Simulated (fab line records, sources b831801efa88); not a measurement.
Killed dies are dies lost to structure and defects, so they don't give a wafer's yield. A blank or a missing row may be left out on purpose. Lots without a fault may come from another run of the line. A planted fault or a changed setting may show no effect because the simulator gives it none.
One fault seen from 2 desks | flow sky130 | each desk has only its own numbers; what lay behind them comes last

THE METROLOGY DESK
What the gauges read, lot by lot, whatever tool the lot ran on: means of the sampled wafers that have a number. A lot is out of limits, marked OUT, if its mean lies more than 4 standard deviations from the usual mean; the brackets give that distance.
Columns: A = VIA4_OVL at SKY_VIA4_OVL_MEAS_11, usual 0.0 nm; B = METAL5_ALCU_THK at SKY_METAL5_THK_MEAS_06, usual 1139 nm
lot  | first seen here | A    | B
L181 | day 42 22:51    | 1.0  | 1151
L182 | day 43 03:35    | -3.3 | 1140
L183 | day 43 11:54    | 0.1  | 1146
L184 | day 43 16:03    | 1.9  | 1112
L185 | day 44 01:35    | -1.6 | 1153
L186 | day 44 06:18    | -0.4 | 1135
L188 | day 44 20:39    | -2.2 | 1141
L189 | day 45 05:11    | 0.2  | 1139
L190 | day 45 16:48    | 0.9  | 1139
L191 | day 45 17:55    | 0.7  | 1148
L192 | day 45 23:09    | -0.8 | 1150
L199 | day 47 15:20    | 2.4  | 1147
L200 | day 47 17:21    | -2.4 | 1114
This desk's finding: nothing out of limits on any of the 13 lots.

THE TOOL OWNER'S DESK: plasma_asher-02
The tool's own readings at SKY_VT_ADJUST_LVTN_STRIP_09 (strips in O2/N2): means of the sampled wafers that have a number, for each lot that ran on this tool. A lot is out of limits, marked OUT, if its mean lies more than 4 standard deviations from the usual mean; the brackets give that distance.
Columns: A = drypump_motor_current_A at SKY_VT_ADJUST_LVTN_STRIP_09, usual 6.2 A; B = oes_product_au at SKY_VT_ADJUST_LVTN_STRIP_09, usual 0.723 a.u.; C = strip_time_to_endpoint_s at SKY_VT_ADJUST_LVTN_STRIP_09, usual 36.90 s
lot  | first seen here | A   | B     | C
L181 | day 6 23:39     | 6.3 | 0.724 | 36.92
L188 | day 8 17:53     | 6.2 | 0.723 | 36.97
L189 | day 9 00:26     | 6.3 | 0.725 | 36.79
L191 | day 9 12:47     | 6.3 | 0.722 | 36.87
L199 | day 11 21:25    | 6.2 | 0.725 | 36.87
L200 | day 12 00:33    | 6.2 | 0.721 | 36.94
This desk's finding: nothing out of limits on any of the 6 lots.

PUT TOGETHER
The metrology desk saw nothing out of limits.
The tool owner's desk saw nothing out of limits.

WHAT THE SIMULATOR HAD PUT IN
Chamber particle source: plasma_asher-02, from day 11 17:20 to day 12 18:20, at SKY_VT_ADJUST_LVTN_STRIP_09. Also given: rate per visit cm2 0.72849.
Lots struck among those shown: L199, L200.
